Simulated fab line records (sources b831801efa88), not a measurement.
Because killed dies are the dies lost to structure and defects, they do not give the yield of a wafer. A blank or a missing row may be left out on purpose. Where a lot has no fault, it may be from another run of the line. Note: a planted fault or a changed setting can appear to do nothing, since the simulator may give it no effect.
Comparing a struck lot with a sound one ; flow sky130 ; 28 steps out of a route of 708
Sound: the wafers L696.2, L696.3, L696.5. The struck wafers were L684.3, L684.4, L684.5. Last of all comes the cause.
At each step with rows: each side's tool, then ch and its chambers, then its first start. Under that, the readings that differ: sound wafers ; struck wafers ; difference of the means ; sigmas: that difference in standard deviations of wafers without a fault.
alike: words and numbers the same on both sides, and readings whose means are apart by under 2 such deviations; not compared: readings that were withheld, readings missing a value for some wafer, numbers with overlapping values and no deviation given by the record, and bounds like >300 which may hide the same value.
Wherever a step has rows on one side only, a row that says differs or no value, or a row with sigmas, the two part there. When numbers do not overlap yet have no deviation, they are printed without sigmas and do not part them. Lack of a reading on every wafer of one side parts them only where that side has two or more wafers.

first, 1 step without rows for these wafers: SKY_DNWELL_IMPLANT_07.
SKY_DNWELL_STRIP_08: strips in O2/N2.
  sound on plasma asher-01 ch 0,1, day 8 03:35; struck on plasma asher-02 ch 0,1, day 5 04:49
  alike: chamber pressure mTorr, drypump motor current A, oes product au, strip time to endpoint s
  not compared: rf hours counter h
SKY_DNWELL_TW_MEAS_09:
  sound on film metro-02, day 8 03:42; struck on film metro-04, day 5 04:54
  alike: DNWELL_TW
then, 7 steps without rows for these wafers: SKY_PWDE_DEHYDRATE_00 (time 60 s); SKY_PWDE_HMDS_01 (prime time 60 s); SKY_PWDE_COAT_02 (resist thk 3000 nm); SKY_PWDE_SOFTBAKE_03; SKY_PWDE_EXPOSE_04 (exposes mask PWDEM, target cd 840 nm); SKY_PWDE_PEB_05; SKY_PWDE_DEVELOP_06 (develop time 60 s).
SKY_PWDE_OVL_MEAS_07:
  sound on overlay-02, day 9 00:36; struck on overlay-01, day 5 22:47
  alike: PWDE_OVL
then, 1 step without rows for these wafers: SKY_PWDE_IMPLANT_08.
SKY_PWDE_STRIP_09: strips in O2/N2.
  sound on plasma asher-03 ch 0,1, day 9 00:47; struck on plasma asher-02 ch 0,1, day 5 23:00
  no value came back on the struck wafers for chamber pressure mTorr (mTorr), drypump motor current A (A), oes product au (a.u.), strip time to endpoint s (s); on the sound wafers chamber pressure mTorr (mTorr) reads 1499.1 1502.5 1500.6
reading;sound;struck;difference;sigmas
model.coat_of_PWDE_COAT_02.thk nm (nm);0 0 0;3002 2992 3009;+3001;
  not compared: rf hours counter h
SKY_PWDE_TW_MEAS_10:
  sound on film metro-02, day 9 00:53; struck on film metro-04, day 5 23:05
reading;sound;struck;difference;sigmas
PWDE_TW;372.4 371.0 371.3;377.8 377.3 378.5;+6.3;+2
then, 7 steps without rows for these wafers: SKY_NWELL_DEHYDRATE_03 (time 60 s); SKY_NWELL_HMDS_04 (prime time 60 s); SKY_NWELL_COAT_05 (resist thk 3000 nm); SKY_NWELL_SOFTBAKE_06; SKY_NWELL_EXPOSE_07 (exposes mask NWM, target cd 840 nm); SKY_NWELL_PEB_08; SKY_NWELL_DEVELOP_09 (develop time 60 s).
SKY_NWELL_OVL_MEAS_10:
  sound on overlay-02, day 9 21:33; struck on overlay-01, day 6 17:10
  alike: NWELL_00_OVL
then, 3 steps without rows for these wafers: SKY_NWELL_IMPLANT_11; SKY_NWELL_IMPLANT_12; SKY_NWELL_IMPLANT_13.
SKY_NWELL_STRIP_14: strips in O2/N2.
  sound on plasma asher-04 ch 0,1, day 9 22:02; struck on plasma asher-01 ch 0,1, day 6 17:40
reading;sound;struck;difference;sigmas
oes product au (a.u.);0.720 0.733 0.717;0.746 0.739 0.739;+0.018;+4
strip time to endpoint s (s);36.95 36.91 36.95;81.26 81.12 81.38;+44.32;+99 or more
  alike: chamber pressure mTorr, drypump motor current A
  not compared: rf hours counter h
SKY_NWELL_TW_MEAS_15:
  sound on film metro-04, day 9 22:08; struck on film metro-04, day 6 17:59
reading;sound;struck;difference;sigmas
NWELL_TW;1839 1839 1839;31 31 30;-1808;-99 or more
  not compared: hold
then, 1 step without rows for these wafers: SKY_PAD_OPEN_PROBE_99.

== WHERE THEY PART ==
Earliest at SKY_PWDE_STRIP_09; latest, in this record, at SKY_NWELL_TW_MEAS_15.

WHY: the cause the simulator had injected
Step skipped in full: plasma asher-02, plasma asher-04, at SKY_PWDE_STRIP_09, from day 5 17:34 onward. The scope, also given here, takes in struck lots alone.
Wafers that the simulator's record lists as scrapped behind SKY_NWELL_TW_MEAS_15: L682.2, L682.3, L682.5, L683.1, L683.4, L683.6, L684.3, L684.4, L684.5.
